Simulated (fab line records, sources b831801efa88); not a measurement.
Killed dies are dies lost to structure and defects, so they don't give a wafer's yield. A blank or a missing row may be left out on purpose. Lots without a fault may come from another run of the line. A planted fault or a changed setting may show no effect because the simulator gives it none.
Problem report in the 8D (eight disciplines) form, filled by code | flow gf180mcu | the parts of the form that need people (team, actions taken, sign-off) are left out

1. THE PROBLEM
MIM_ALCU_RS at GF_MIM_RS_MEAS_10 reads a mean of 0.0861 ohm/sq on 3 wafers of 2 lots; wafers without a fault read 0.1596 ohm/sq with a standard deviation of 0.0016. That is -46 standard deviations from the usual mean.
The step: measures by four-point-probe.
First seen on wafer L542.3, day 27 21:14, on film_metro-01. The record holds 30 wafers of 10 lots with a number at this step. Rule for "out", or "out of limits": more than 4 standard deviations from the usual mean. The other wafers with a number count as sound.

2. WHAT IT IS AND WHAT IT IS NOT
question                    | is                     | is not
which readings at this step | MIM_ALCU_RS            | -
which lots                  | L542, L544             | L535, L536, L538, L547, L552, L553, L554, L555
which wafers of those lots  | L542.3, L544.2, L544.3 | L542.4, L542.5, L544.4
read on which gauges        | film_metro-01          | film_metro-02, film_metro-04
when                        | from day 27 21:14      | up to then (11 sound wafers); but 16 sound wafers of L544, L547, L552, L553, L554, L555 came after

3. SUSPECTS, AND WHAT RULES EACH OUT
Counting: a tool at a process step up to the reading stays a suspect if it ran every lot that is out. Sound lots after the first of them don't rule it out here, since some wafers of a struck lot are sound.
- the gauge at GF_MIM_RS_MEAS_10: ruled out. All the wafers that are out were read on film_metro-01, but those of them that GF_MIM_METAL_ETCH_19 has rows for are out there too, on other tools.
- plasma_asher-01 at GF_M4_STRIP_17 (strips in O2/N2): kept. It ran every lot that is out, first L542 (day 26 22:34); its last sound lot up to then is L538 (day 23 23:44).
- pvd_sputter-02 at GF_MIM_SPUTTER_08 (material AlCu, target thk 200 nm, time 10.6 s): kept. It ran every lot that is out, first L542 (day 27 21:08); its last sound lot up to then is L536 (day 24 17:46).
Left after counting: plasma_asher-01 at GF_M4_STRIP_17, pvd_sputter-02 at GF_MIM_SPUTTER_08.

4. THE CAUSE (what the simulator had put in)
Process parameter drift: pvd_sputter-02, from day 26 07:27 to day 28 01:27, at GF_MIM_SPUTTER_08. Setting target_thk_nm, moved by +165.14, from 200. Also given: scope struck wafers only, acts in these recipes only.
Counting left 2 suspects, and this tool is among them.

5. THE CHAIN OF EFFECTS, in route order
Each row: a reading whose mean over the struck wafers that have a number lies more than 3 standard deviations from the usual. Only readings for which the record gives a usual standard deviation are gone through. hours: the time from each lot's start at the first step in this table that gives one to its start at this step, as a median over the lots. sigmas: the change in usual standard deviations.
hours | step                 | reading            | usual         | on struck wafers | change  | sigmas
0     | GF_MIM_RS_MEAS_10    | MIM_ALCU_RS        | 0.1596 ohm/sq | 0.0861           | -0.0735 | -46
0     | GF_MIM_THK_MEAS_11   | MIM_ALCU_THK       | 198.9 nm      | 364.2            | +165.3  | +79
19    | GF_MIM_METAL_ETCH_19 | oes_product_au     | 0.943 a.u.    | 0.994            | +0.051  | +8.4
19    | GF_MIM_METAL_ETCH_19 | throttle_valve_pct | 28.283 %      | 28.224           | -0.059  | -5.9
The process steps in it:
- GF_MIM_METAL_ETCH_19: etches the open film in Cl2/BCl3, stops on Si3N4, target depth 324.5 nm, time 54.1 s.

6. WHAT WOULD HAVE CAUGHT IT SOONER
In this record the first reading out of limits at a measuring or inspecting step was taken at day 27 21:14, 38 hours after the fault began at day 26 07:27.
Of the tool readings at GF_MIM_SPUTTER_08 for which the record gives a usual standard deviation, none was out on any struck wafer, so an alarm limit of 4 standard deviations on them would not have fired.
Of the lots that are out (2), L544 began GF_MIM_SPUTTER_08 on pvd_sputter-02 after day 27 21:14. A hold on the tool at that time would have spared it.
